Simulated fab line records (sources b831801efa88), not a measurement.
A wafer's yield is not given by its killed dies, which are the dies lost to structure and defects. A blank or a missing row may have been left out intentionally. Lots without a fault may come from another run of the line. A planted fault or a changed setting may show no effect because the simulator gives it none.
Matching of chambers ; flow sfqLine ; cmp-02 running SFQ_TRILAYER_I0_CMP_CMP_028: 4 sister chambers
The step polishes SiO2. 14 wafers are shown with their chamber, then 7 later ones without.

WAFERS WITH THEIR CHAMBER
wafer;chamber;motorCurrentA (A);timeToEndpointS (s)
L374.1;3;11.8;208
L374.2;2;8.6;206
L374.3;1;9.7;214
L376.1;0;9.6;228
L376.2;3;11.6;213
L376.6;0;9.3;226
L377.1;0;9.9;227
L377.4;3;11.4;218
L377.3;2;9.0;212
L380.4;0;9.9;225
L380.1;3;11.1;209
L380.6;1;9.6;205
L382.1;0;9.6;221
L382.5;2;8.4;212

SIGNATURES (averages over the wafers above)
reading;chamber 0;chamber 1;chamber 2;chamber 3;scatter within a chamber
motorCurrentA;9.660;9.650;8.667;11.475;0.267
timeToEndpointS;225.40;209.50;210.00;212.00;3.95
Rule: for a wafer and a chamber, the distance is found by dividing, reading by reading, the gap between the wafer's reading and the chamber's mean by the reading's scatter, squaring, summing and taking the root. The wafer belongs to the nearest chamber; if the next one is less than 2 further off, it can't be placed. How the scatter is found: for the shown wafers, subtract from each reading the mean of its chamber, square and add these, divide the total by (wafers less chambers), then take the root.

WAFERS WHOSE CHAMBER IS MISSING
wafer;motorCurrentA (A);timeToEndpointS (s)
L382.6;9.5;220
L393.1;11.6;215
L393.2;9.8;218
L393.5;9.6;210
L395.1;8.5;205
L395.5;9.8;211
L395.6;9.8;231

CHAMBER TAKEN BY EACH
wafer;from the rows above;in truth
L382.6;can't be placed: 0 or 1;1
L393.1;3;3
L393.2;can't be placed: 0 or 1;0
L393.5;1;1
L395.1;2;2
L395.5;1;1
L395.6;0;0
5 of 7 placed correctly. Unplaceable from these rows: 2, with the true chamber sitting among the candidates in 2. Placed wrongly: 0.
